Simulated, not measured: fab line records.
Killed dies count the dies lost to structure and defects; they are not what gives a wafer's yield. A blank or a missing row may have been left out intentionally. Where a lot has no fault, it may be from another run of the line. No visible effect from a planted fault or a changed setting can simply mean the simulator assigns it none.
fab line records || flow sky130
[record] {"lots": 6, "wafers": 18, "lastDay": 50}
route steps=708 shown SONOS_ONO@182 GATE_OXIDE@187
lots untouched by any fault: they come from a run of this same line in which no faults occurred
startH: hours from the record's opening day to when the first of the lot's shown wafers began || waitH: hours elapsed since this lot's preceding step || " repeats the value in the row above || L1.1+2: a row that stands for several wafers || - no value present, or no start provided || * or withheld: withheld || < > ~ a bound
route shown NAME@n: names a module that has steps shown in the file, with the first one's number in the route || usual: mean and standard deviation over wafers with no fault || same: alike in all rows || chamber/n: place in a boat || sites: readings site by site || _std_site: how widely they spread, as a standard deviation || _edge_site: the outer-site mean with the inner-site mean subtracted || radiusMm: how far each site lies from the wafer's centre || mask NAME#n: copy n || behind: the most recent tool/chamber to have shaped the wafer || hold: reason for holding the lot/hours on hold/outcome of the hold || device: transistor that didn't switch, given as n, p or np || end of line: at the end of the route, the tests of the same wafers || where a step has no rows: the recipe by itself || killed: at the first sort, the dies lost to defects and structure; wafer yield is something else || map: dies across one wafer; x = killed, . = not, _ = none there
set.NAME: the setting the step ran with; set.NAME@STEP: the setting that earlier step ran with || model.NAME: the simulator's own value behind a step, which no gauge read
lots at selected steps of the route; one table per step, one row per wafer
services: a tool's chamber out of use, with start hour (startH, from the record's first day; less than 0 if before it), hours out, and reason
[[steps]]
[step SKY_SONOS_ONO_OVL_MEAS_14]
[usual] {"SONOS_ONO_OVL": "1.1/1.8"}
{"lot.wafer": "L712.2", "tool": "overlay-02", "chamber": "-", "startH": 284.82, "waitH": 0.1, "SONOS_ONO_OVL[nm]": 0.3}
{"lot.wafer": "L712.3", "tool": "overlay-02", "chamber": "-", "startH": 284.82, "waitH": 0.1, "SONOS_ONO_OVL[nm]": -0.6}
{"lot.wafer": "L712.5", "tool": "overlay-02", "chamber": "-", "startH": 284.82, "waitH": 0.1, "SONOS_ONO_OVL[nm]": 0.7}
{"lot.wafer": "L715.1", "tool": "overlay-01", "chamber": "-", "startH": 307.50, "waitH": 0.1, "SONOS_ONO_OVL[nm]": 0.2}
{"lot.wafer": "L715.4", "tool": "overlay-01", "chamber": "-", "startH": 307.50, "waitH": 0.1, "SONOS_ONO_OVL[nm]": 0.8}
{"lot.wafer": "L715.6", "tool": "overlay-01", "chamber": "-", "startH": 307.50, "waitH": 0.1, "SONOS_ONO_OVL[nm]": 0.6}
{"lot.wafer": "L724.2", "tool": "overlay-02", "chamber": "-", "startH": 381.02, "waitH": 0.1, "SONOS_ONO_OVL[nm]": -0.7}
{"lot.wafer": "L724.3", "tool": "overlay-02", "chamber": "-", "startH": 381.02, "waitH": 0.1, "SONOS_ONO_OVL[nm]": 0.1}
{"lot.wafer": "L724.6", "tool": "overlay-02", "chamber": "-", "startH": 381.02, "waitH": 0.1, "SONOS_ONO_OVL[nm]": -0.4}
{"lot.wafer": "L725.3", "tool": "overlay-02", "chamber": "-", "startH": 389.83, "waitH": 0.1, "SONOS_ONO_OVL[nm]": 2.3}
{"lot.wafer": "L725.4", "tool": "overlay-02", "chamber": "-", "startH": 389.83, "waitH": 0.1, "SONOS_ONO_OVL[nm]": 0.9}
{"lot.wafer": "L725.6", "tool": "overlay-02", "chamber": "-", "startH": 389.83, "waitH": 0.1, "SONOS_ONO_OVL[nm]": 0.8}
{"lot.wafer": "L734.3", "tool": "overlay-01", "chamber": "-", "startH": 467.11, "waitH": 0.1, "SONOS_ONO_OVL[nm]": 2.4}
{"lot.wafer": "L734.4", "tool": "overlay-01", "chamber": "-", "startH": 467.11, "waitH": 0.1, "SONOS_ONO_OVL[nm]": 1.6}
{"lot.wafer": "L734.6", "tool": "overlay-01", "chamber": "-", "startH": 467.11, "waitH": 0.1, "SONOS_ONO_OVL[nm]": 3.2}
{"lot.wafer": "L735.1", "tool": "overlay-02", "chamber": "-", "startH": 472.65, "waitH": 0.1, "SONOS_ONO_OVL[nm]": -2.4}
{"lot.wafer": "L735.3", "tool": "overlay-02", "chamber": "-", "startH": 472.65, "waitH": 0.1, "SONOS_ONO_OVL[nm]": -2.9}
{"lot.wafer": "L735.6", "tool": "overlay-02", "chamber": "-", "startH": 472.65, "waitH": 0.1, "SONOS_ONO_OVL[nm]": -2.8}
[step SKY_SONOS_ONO_ETCH_15]
[recipe] {"targetDepthNm": 19.52, "chemistry": "CHF3/O2", "sourceW": 600, "biasW": 200, "pressureMtorr": 40, "chf3FlowSccm": 50, "O2_flow_sccm": 5, "timeS": 7.8}
[usual] {"drypumpMotorCurrentA": "5.5/0.5", "oesProductAu": "0.996/0.01", "throttleValvePct": "8.823/0.0094"}
{"lot.wafer": "L712.2", "tool": "rieDiel-04", "chamber": 1, "startH": 284.85, "waitH": 0.0, "drypumpMotorCurrentA": 6.2, "oesProductAu": 1.003, "rfHoursCounterH": 48, "throttleValvePct": 8.817}
{"lot.wafer": "L712.3", "tool": "rieDiel-04", "chamber": 2, "startH": 284.85, "waitH": 0.0, "drypumpMotorCurrentA": 5.5, "oesProductAu": 0.976, "rfHoursCounterH": 3, "throttleValvePct": 8.821}
{"lot.wafer": "L712.5", "tool": "rieDiel-04", "chamber": 0, "startH": 284.85, "waitH": 0.0, "drypumpMotorCurrentA": 4.8, "oesProductAu": 0.989, "rfHoursCounterH": "-", "throttleValvePct": 8.822}
{"lot.wafer": "L715.1", "tool": "rieDiel-01", "chamber": 0, "startH": 307.54, "waitH": 0.0, "drypumpMotorCurrentA": 4.9, "oesProductAu": 0.998, "rfHoursCounterH": 5, "throttleValvePct": 8.818}
{"lot.wafer": "L715.4", "tool": "rieDiel-01", "chamber": 3, "startH": 307.54, "waitH": 0.0, "drypumpMotorCurrentA": 5.3, "oesProductAu": 1.011, "rfHoursCounterH": 24, "throttleValvePct": 8.834}
{"lot.wafer": "L715.6", "tool": "rieDiel-01", "chamber": 2, "startH": 307.54, "waitH": 0.0, "drypumpMotorCurrentA": 5.1, "oesProductAu": 0.985, "rfHoursCounterH": "-", "throttleValvePct": 8.829}
{"lot.wafer": "L724.2", "tool": "rieDiel-01", "chamber": 0, "startH": 381.05, "waitH": 0.0, "drypumpMotorCurrentA": 5.0, "oesProductAu": 0.996, "rfHoursCounterH": 6, "throttleValvePct": 8.819}
{"lot.wafer": "L724.3", "tool": "rieDiel-01", "chamber": 1, "startH": 381.05, "waitH": 0.0, "drypumpMotorCurrentA": 6.1, "oesProductAu": 0.979, "rfHoursCounterH": 68, "throttleValvePct": 8.821}
{"lot.wafer": "L724.6", "tool": "rieDiel-01", "chamber": 1, "startH": 381.05, "waitH": 0.0, "drypumpMotorCurrentA": 6.1, "oesProductAu": 0.993, "rfHoursCounterH": "-", "throttleValvePct": 8.818}
{"lot.wafer": "L725.3", "tool": "rieDiel-04", "chamber": 1, "startH": 389.85, "waitH": 0.0, "drypumpMotorCurrentA": 6.2, "oesProductAu": 1.006, "rfHoursCounterH": 50, "throttleValvePct": 8.831}
{"lot.wafer": "L725.4", "tool": "rieDiel-04", "chamber": 2, "startH": 389.85, "waitH": 0.0, "drypumpMotorCurrentA": 5.5, "oesProductAu": 0.979, "rfHoursCounterH": 5, "throttleValvePct": 8.824}
{"lot.wafer": "L725.6", "tool": "rieDiel-04", "chamber": 3, "startH": 389.85, "waitH": 0.0, "drypumpMotorCurrentA": 5.4, "oesProductAu": 0.977, "rfHoursCounterH": "-", "throttleValvePct": 8.818}
{"lot.wafer": "L734.3", "tool": "rieDiel-04", "chamber": 2, "startH": 467.13, "waitH": 0.0, "drypumpMotorCurrentA": 5.5, "oesProductAu": 0.990, "rfHoursCounterH": 6, "throttleValvePct": 8.810}
{"lot.wafer": "L734.4", "tool": "rieDiel-04", "chamber": 0, "startH": 467.13, "waitH": 0.0, "drypumpMotorCurrentA": 4.9, "oesProductAu": 0.983, "rfHoursCounterH": 60, "throttleValvePct": 8.830}
{"lot.wafer": "L734.6", "tool": "rieDiel-04", "chamber": 1, "startH": 467.13, "waitH": 0.0, "drypumpMotorCurrentA": 6.2, "oesProductAu": 1.002, "rfHoursCounterH": "-", "throttleValvePct": 8.820}
{"lot.wafer": "L735.1", "tool": "rieDiel-04", "chamber": 3, "startH": 472.68, "waitH": 0.0, "drypumpMotorCurrentA": 5.4, "oesProductAu": 0.990, "rfHoursCounterH": 1, "throttleValvePct": 8.812}
{"lot.wafer": "L735.3", "tool": "rieDiel-04", "chamber": 2, "startH": 472.68, "waitH": 0.0, "drypumpMotorCurrentA": 5.5, "oesProductAu": 0.986, "rfHoursCounterH": 6, "throttleValvePct": 8.829}
{"lot.wafer": "L735.6", "tool": "rieDiel-04", "chamber": 1, "startH": 472.68, "waitH": 0.0, "drypumpMotorCurrentA": 6.2, "oesProductAu": 1.003, "rfHoursCounterH": "-", "throttleValvePct": 8.836}
[step SKY_SONOS_ONO_WET_ETCH_16]
[recipe] {"chemistry": "dHF", "targetDepthNm": 14, "dry": "n2Spin", "target": "SiO2", "dilution": "100:1", "tempC": 25, "timeS": 280}
[step SKY_SONOS_ONO_STRIP_17]
[recipe] {"chemistry": "O2/N2", "powerW": 1400, "pressureMtorr": 1500, "platenTempC": "withheld", "o2FlowSccm": 3000, "n2FlowSccm": 300, "overashFraction": 0.5}
[usual] {"drypumpMotorCurrentA": "5.7/0.37", "o2FlowSccm": "3002/8.7", "oesProductAu": "0.710/0.0044", "stripTimeToEndpointS": "14.10/0.038"}
{"lot.wafer": "L712.2", "tool": "plasmaAsher-04", "chamber": 0, "startH": 284.96, "waitH": 0.0, "drypumpMotorCurrentA": 5.3, "o2FlowSccm": 3014, "oesProductAu": 0.709, "rfHoursCounterH": 47, "stripTimeToEndpointS": 14.10}
{"lot.wafer": "L712.3", "tool": "plasmaAsher-04", "chamber": 1, "startH": 284.96, "waitH": 0.0, "drypumpMotorCurrentA": 5.7, "o2FlowSccm": 2998, "oesProductAu": 0.714, "rfHoursCounterH": "-", "stripTimeToEndpointS": 14.14}
{"lot.wafer": "L712.5", "tool": "plasmaAsher-04", "chamber": 1, "startH": 284.96, "waitH": 0.0, "drypumpMotorCurrentA": 5.7, "o2FlowSccm": 2999, "oesProductAu": 0.705, "rfHoursCounterH": "-", "stripTimeToEndpointS": 14.11}
{"lot.wafer": "L715.1", "tool": "plasmaAsher-03", "chamber": 0, "startH": 307.64, "waitH": 0.0, "drypumpMotorCurrentA": 5.9, "o2FlowSccm": 3008, "oesProductAu": 0.712, "rfHoursCounterH": 61, "stripTimeToEndpointS": 14.11}
{"lot.wafer": "L715.4", "tool": "plasmaAsher-03", "chamber": 1, "startH": 307.64, "waitH": 0.0, "drypumpMotorCurrentA": 6.1, "o2FlowSccm": 2996, "oesProductAu": 0.710, "rfHoursCounterH": "-", "stripTimeToEndpointS": 14.10}
{"lot.wafer": "L715.6", "tool": "plasmaAsher-03", "chamber": 1, "startH": 307.64, "waitH": 0.0, "drypumpMotorCurrentA": 6.1, "o2FlowSccm": 3002, "oesProductAu": 0.704, "rfHoursCounterH": "-", "stripTimeToEndpointS": 14.09}
{"lot.wafer": "L724.2", "tool": "plasmaAsher-03", "chamber": 0, "startH": 381.16, "waitH": 0.0, "drypumpMotorCurrentA": 5.9, "o2FlowSccm": 3011, "oesProductAu": 0.708, "rfHoursCounterH": 69, "stripTimeToEndpointS": 14.09}
{"lot.wafer": "L724.3", "tool": "plasmaAsher-03", "chamber": 1, "startH": 381.16, "waitH": 0.0, "drypumpMotorCurrentA": 6.1, "o2FlowSccm": 3008, "oesProductAu": 0.704, "rfHoursCounterH": "-", "stripTimeToEndpointS": 14.11}
{"lot.wafer": "L724.6", "tool": "plasmaAsher-03", "chamber": 0, "startH": 381.16, "waitH": 0.0, "drypumpMotorCurrentA": 5.9, "o2FlowSccm": 3001, "oesProductAu": 0.710, "rfHoursCounterH": "-", "stripTimeToEndpointS": 14.11}
{"lot.wafer": "L725.3", "tool": "plasmaAsher-03", "chamber": 0, "startH": 389.99, "waitH": 0.0, "drypumpMotorCurrentA": 6.0, "o2FlowSccm": 2993, "oesProductAu": 0.710, "rfHoursCounterH": "-", "stripTimeToEndpointS": 14.09}
{"lot.wafer": "L725.4", "tool": "plasmaAsher-03", "chamber": 1, "startH": 389.99, "waitH": 0.0, "drypumpMotorCurrentA": 6.1, "o2FlowSccm": 3018, "oesProductAu": 0.712, "rfHoursCounterH": "-", "stripTimeToEndpointS": 14.11}
{"lot.wafer": "L725.6", "tool": "plasmaAsher-03", "chamber": 1, "startH": 389.99, "waitH": 0.0, "drypumpMotorCurrentA": 6.1, "o2FlowSccm": 3014, "oesProductAu": 0.711, "rfHoursCounterH": "-", "stripTimeToEndpointS": 14.09}
{"lot.wafer": "L734.3", "tool": "plasmaAsher-04", "chamber": 1, "startH": 467.27, "waitH": 0.0, "drypumpMotorCurrentA": 5.7, "o2FlowSccm": 3004, "oesProductAu": 0.710, "rfHoursCounterH": "-", "stripTimeToEndpointS": 14.05}
{"lot.wafer": "L734.4", "tool": "plasmaAsher-04", "chamber": 0, "startH": 467.27, "waitH": 0.0, "drypumpMotorCurrentA": 5.3, "o2FlowSccm": 2983, "oesProductAu": 0.711, "rfHoursCounterH": "-", "stripTimeToEndpointS": 14.05}
{"lot.wafer": "L734.6", "tool": "plasmaAsher-04", "chamber": 1, "startH": 467.27, "waitH": 0.0, "drypumpMotorCurrentA": 5.7, "o2FlowSccm": 2997, "oesProductAu": 0.717, "rfHoursCounterH": "-", "stripTimeToEndpointS": 14.06}
{"lot.wafer": "L735.1", "tool": "plasmaAsher-04", "chamber": 1, "startH": 472.79, "waitH": 0.0, "drypumpMotorCurrentA": 5.7, "o2FlowSccm": 3006, "oesProductAu": 0.705, "rfHoursCounterH": 65, "stripTimeToEndpointS": 14.06}
{"lot.wafer": "L735.3", "tool": "plasmaAsher-04", "chamber": 1, "startH": 472.79, "waitH": 0.0, "drypumpMotorCurrentA": 5.7, "o2FlowSccm": 3002, "oesProductAu": 0.712, "rfHoursCounterH": "-", "stripTimeToEndpointS": 14.06}
{"lot.wafer": "L735.6", "tool": "plasmaAsher-04", "chamber": 0, "startH": 472.79, "waitH": 0.0, "drypumpMotorCurrentA": 5.3, "o2FlowSccm": 3007, "oesProductAu": 0.702, "rfHoursCounterH": "-", "stripTimeToEndpointS": 14.07}
[step SKY_SONOS_ONO_WET_ETCH_18]
[recipe] {"chemistry": "H3PO4", "targetDepthNm": 15, "target": "Si3N4", "tempC": 160, "timeS": 172}
[step SKY_GATE_OXIDE_CLEAN_00]
[recipe] {"chemistry": "SC1/SC2", "mix": "1:4:20", "tempC": 70, "timeS": 150, "dry": "n2Spin"}
[step SKY_GATE_OXIDE_OXIDATION_01]
[recipe] {"tempC": 900, "ambient": "O2", "stabiliseS": 600, "purgeS": 300, "targetThkA": 102.68, "oxTimeS": 1473}
[step SKY_GATE_OXIDE_THK_MEAS_02]
[recipe] {"reads": "SiO2_of_GATE_OXIDE_OXIDATION_01"}
[usual] {"GATE_OXIDE_OXIDATION_00_THK": "10.21/0.23"}
{"lot.wafer": "L712.2", "tool": "filmMetro-04", "chamber": "-", "startH": 288.99, "waitH": 0.0, "GATE_OXIDE_OXIDATION_00_THK[nm]": 10.16}
{"lot.wafer": "L712.3", "tool": "filmMetro-04", "chamber": "-", "startH": 288.99, "waitH": 0.0, "GATE_OXIDE_OXIDATION_00_THK[nm]": 10.32}
{"lot.wafer": "L712.5", "tool": "filmMetro-04", "chamber": "-", "startH": 288.99, "waitH": 0.0, "GATE_OXIDE_OXIDATION_00_THK[nm]": 10.27}
{"lot.wafer": "L715.1", "tool": "filmMetro-03", "chamber": "-", "startH": 311.58, "waitH": 0.0, "GATE_OXIDE_OXIDATION_00_THK[nm]": 10.19}
{"lot.wafer": "L715.4", "tool": "filmMetro-03", "chamber": "-", "startH": 311.58, "waitH": 0.0, "GATE_OXIDE_OXIDATION_00_THK[nm]": 10.20}
{"lot.wafer": "L715.6", "tool": "filmMetro-03", "chamber": "-", "startH": 311.58, "waitH": 0.0, "GATE_OXIDE_OXIDATION_00_THK[nm]": 10.21}
{"lot.wafer": "L724.2", "tool": "filmMetro-04", "chamber": "-", "startH": 382.88, "waitH": 0.0, "GATE_OXIDE_OXIDATION_00_THK[nm]": 10.29}
{"lot.wafer": "L724.3", "tool": "filmMetro-04", "chamber": "-", "startH": 382.88, "waitH": 0.0, "GATE_OXIDE_OXIDATION_00_THK[nm]": 10.17}
{"lot.wafer": "L724.6", "tool": "filmMetro-04", "chamber": "-", "startH": 382.88, "waitH": 0.0, "GATE_OXIDE_OXIDATION_00_THK[nm]": 10.31}
{"lot.wafer": "L725.3", "tool": "filmMetro-02", "chamber": "-", "startH": 391.96, "waitH": 0.0, "GATE_OXIDE_OXIDATION_00_THK[nm]": 9.96}
{"lot.wafer": "L725.4", "tool": "filmMetro-02", "chamber": "-", "startH": 391.96, "waitH": 0.0, "GATE_OXIDE_OXIDATION_00_THK[nm]": 10.21}
{"lot.wafer": "L725.6", "tool": "filmMetro-02", "chamber": "-", "startH": 391.96, "waitH": 0.0, "GATE_OXIDE_OXIDATION_00_THK[nm]": 10.24}
{"lot.wafer": "L734.3", "tool": "filmMetro-04", "chamber": "-", "startH": 468.96, "waitH": 0.0, "GATE_OXIDE_OXIDATION_00_THK[nm]": 9.79}
{"lot.wafer": "L734.4", "tool": "filmMetro-04", "chamber": "-", "startH": 468.96, "waitH": 0.0, "GATE_OXIDE_OXIDATION_00_THK[nm]": 9.96}
{"lot.wafer": "L734.6", "tool": "filmMetro-04", "chamber": "-", "startH": 468.96, "waitH": 0.0, "GATE_OXIDE_OXIDATION_00_THK[nm]": 9.90}
{"lot.wafer": "L735.1", "tool": "filmMetro-03", "chamber": "-", "startH": 474.41, "waitH": 0.0, "GATE_OXIDE_OXIDATION_00_THK[nm]": 10.32}
{"lot.wafer": "L735.3", "tool": "filmMetro-03", "chamber": "-", "startH": 474.41, "waitH": 0.0, "GATE_OXIDE_OXIDATION_00_THK[nm]": 10.14}
{"lot.wafer": "L735.6", "tool": "filmMetro-03", "chamber": "-", "startH": 474.41, "waitH": 0.0, "GATE_OXIDE_OXIDATION_00_THK[nm]": 9.95}
[step SKY_GATE_OXIDE_DEHYDRATE_03]
[recipe] {"tempC": 200, "timeS": 60}
[step SKY_GATE_OXIDE_HMDS_04]
[recipe] {"primeTimeS": 60, "primeTempC": 120}
[step SKY_GATE_OXIDE_COAT_05]
[recipe] {"resist": "NOVOLAK", "spinRpm": 3000, "resistThkNm": 1140}
[step SKY_GATE_OXIDE_SOFTBAKE_06]
[recipe] {"tempC": 90, "timeS": 60, "resist": "NOVOLAK"}
[step SKY_GATE_OXIDE_EXPOSE_07]
[recipe] {"maskId": "LVOM", "na": 0.6, "sourceShape": "conventional", "sigmaOuter": 0.6, "polarization": "unpolarized", "targetCdNm": 600, "doseMj": 170}
[usual] {"exposureDoseMJCm2": "170.06/0.17", "focusOffsetNm": "0.1/0.54"}
{"lot.wafer": "L712.2", "tool": "ilineStepper-01", "chamber": 0, "startH": 301.79, "waitH": "-", "mask": "LVOM#0", "exposureDoseMJCm2": 169.89, "focusOffsetNm": 0.7}
{"lot.wafer": "L712.3", "tool": "ilineStepper-01", "chamber": 0, "startH": 301.79, "waitH": "-", "mask": "LVOM#0", "exposureDoseMJCm2": 169.92, "focusOffsetNm": 0.3}
{"lot.wafer": "L712.5", "tool": "ilineStepper-01", "chamber": 0, "startH": 301.79, "waitH": "-", "mask": "LVOM#0", "exposureDoseMJCm2": 170.24, "focusOffsetNm": 0.3}
{"lot.wafer": "L715.1", "tool": "ilineStepper-01", "chamber": 0, "startH": 324.09, "waitH": "-", "mask": "LVOM#0", "exposureDoseMJCm2": 170.03, "focusOffsetNm": 0.2}
{"lot.wafer": "L715.4", "tool": "ilineStepper-01", "chamber": 0, "startH": 324.09, "waitH": "-", "mask": "LVOM#0", "exposureDoseMJCm2": 170.05, "focusOffsetNm": 0.1}
{"lot.wafer": "L715.6", "tool": "ilineStepper-01", "chamber": 0, "startH": 324.09, "waitH": "-", "mask": "LVOM#0", "exposureDoseMJCm2": 169.82, "focusOffsetNm": 0.6}
{"lot.wafer": "L724.2", "tool": "ilineStepper-01", "chamber": "-", "startH": 397.22, "waitH": "-", "mask": "LVOM#0", "exposureDoseMJCm2": "-", "focusOffsetNm": "-"}
{"lot.wafer": "L724.3", "tool": "ilineStepper-01", "chamber": "-", "startH": 397.22, "waitH": "-", "mask": "LVOM#0", "exposureDoseMJCm2": "-", "focusOffsetNm": "-"}
{"lot.wafer": "L724.6", "tool": "ilineStepper-01", "chamber": "-", "startH": 397.22, "waitH": "-", "mask": "LVOM#0", "exposureDoseMJCm2": "-", "focusOffsetNm": "-"}
{"lot.wafer": "L725.3", "tool": "ilineStepper-02", "chamber": "-", "startH": 405.91, "waitH": "-", "mask": "LVOM#0", "exposureDoseMJCm2": "-", "focusOffsetNm": "-"}
{"lot.wafer": "L725.4", "tool": "ilineStepper-02", "chamber": "-", "startH": 405.91, "waitH": "-", "mask": "LVOM#0", "exposureDoseMJCm2": "-", "focusOffsetNm": "-"}
{"lot.wafer": "L725.6", "tool": "ilineStepper-02", "chamber": "-", "startH": 405.91, "waitH": "-", "mask": "LVOM#0", "exposureDoseMJCm2": "-", "focusOffsetNm": "-"}
{"lot.wafer": "L734.3", "tool": "ilineStepper-01", "chamber": 0, "startH": 484.74, "waitH": "-", "mask": "LVOM#0", "exposureDoseMJCm2": 170.14, "focusOffsetNm": 0.0}
{"lot.wafer": "L734.4", "tool": "ilineStepper-01", "chamber": 0, "startH": 484.74, "waitH": "-", "mask": "LVOM#0", "exposureDoseMJCm2": 169.93, "focusOffsetNm": -0.4}
{"lot.wafer": "L734.6", "tool": "ilineStepper-01", "chamber": 0, "startH": 484.74, "waitH": "-", "mask": "LVOM#0", "exposureDoseMJCm2": 169.99, "focusOffsetNm": 0.7}
{"lot.wafer": "L735.1", "tool": "ilineStepper-01", "chamber": 0, "startH": 490.35, "waitH": "-", "mask": "LVOM#0", "exposureDoseMJCm2": 170.42, "focusOffsetNm": 0.2}
{"lot.wafer": "L735.3", "tool": "ilineStepper-01", "chamber": 0, "startH": 490.35, "waitH": "-", "mask": "LVOM#0", "exposureDoseMJCm2": 170.08, "focusOffsetNm": -0.5}
{"lot.wafer": "L735.6", "tool": "ilineStepper-01", "chamber": 0, "startH": 490.35, "waitH": "-", "mask": "LVOM#0", "exposureDoseMJCm2": 170.20, "focusOffsetNm": 1.0}
[step SKY_GATE_OXIDE_PEB_08]
[recipe] {"tempC": "withheld", "timeS": "*", "resist": "NOVOLAK"}
[[services]]
{"tool": "ilineStepper-01", "chamber": "-", "startH": 279.67, "hours": 1.7, "kind": "pm"}
{"tool": "rieDiel-01", "chamber": 2, "startH": 283.56, "hours": 3.3, "kind": "repair"}
{"tool": "plasmaAsher-04", "chamber": "-", "startH": 311.88, "hours": 2.5, "kind": "repair"}
{"tool": "plasmaAsher-04", "chamber": "-", "startH": 318.23, "hours": 2.8, "kind": "pm"}
{"tool": "rieDiel-01", "chamber": 2, "startH": 340.20, "hours": 15.5, "kind": "repair"}
{"tool": "rieDiel-04", "chamber": 3, "startH": 348.08, "hours": "-", "kind": "clean"}
{"tool": "rieDiel-04", "chamber": 3, "startH": 348.08, "hours": 18.5, "kind": "scheduledDown"}
{"tool": "rieDiel-04", "chamber": 3, "startH": 348.08, "hours": 18.5, "kind": "ventCycle"}
{"tool": "ilineStepper-02", "chamber": "-", "startH": 368.27, "hours": 5.8, "kind": "repair"}
{"tool": "rieDiel-01", "chamber": "-", "startH": 388.49, "hours": 2.2, "kind": "repair"}
{"tool": "plasmaAsher-04", "chamber": "-", "startH": 389.90, "hours": 2.7, "kind": "repair"}
{"tool": "ilineStepper-02", "chamber": "-", "startH": 401.35, "hours": 1.7, "kind": "pm"}
{"tool": "rieDiel-01", "chamber": 2, "startH": 410.18, "hours": 3.0, "kind": "repair"}
{"tool": "ilineStepper-01", "chamber": "-", "startH": 412.34, "hours": 7.5, "kind": "repair"}
{"tool": "plasmaAsher-04", "chamber": "-", "startH": 422.75, "hours": 0.9, "kind": "repair"}
{"tool": "plasmaAsher-04", "chamber": "-", "startH": 436.12, "hours": 1.6, "kind": "repair"}
{"tool": "rieDiel-04", "chamber": 3, "startH": 461.15, "hours": 2.3, "kind": "repair"}
{"tool": "rieDiel-04", "chamber": "-", "startH": 473.12, "hours": 0.7, "kind": "repair"}
{"tool": "rieDiel-04", "chamber": 0, "startH": 477.06, "hours": 11.2, "kind": "repair"}
{"tool": "rieDiel-04", "chamber": 2, "startH": 489.71, "hours": 9.6, "kind": "repair"}
[[key]]
[firstSign] {"step": "SKY_GATE_OXIDE_EXPOSE_07", "reading": "toolRecord", "direction": "missing"}
effect none on later readings
metAt SKY_GATE_OXIDE_EXPOSE_07
struckWafers L724.2,L724.3,L724.6,L725.3,L725.4,L725.6
laterRowsLeftOut L724.2,L724.3,L724.6,L725.3,L725.4,L725.6
sortLeftOut L724.2,L724.3,L724.6,L725.3,L725.4,L725.6
testerLeftOut L724,L725
onsetBetween 324.09 397.22
[fault] {"kind": "skippedStepWhole", "tool": "ilineStepper-01,ilineStepper-02", "chamber": "-", "onsetH": 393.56, "steps": "SKY_GATE_OXIDE_EXPOSE_07", "scope": "struckLotsOnly"}
// testerLeftOut: of these lots the tester's yield and bins aren't shown, on N5 and GAA mostly nor the transistor test; their killed dies are dies lost to structure and defects alone, not to doping, threshold or leakage, so they don't give the yield
// sortLeftOut: the simulated sort isn't trusted on such a fault, so these wafers' sort isn't shown, and their yield isn't known
// laterRowsLeftOut: the simulator's readings of these wafers behind a module that went badly wrong aren't trusted and aren't shown, but for the sort
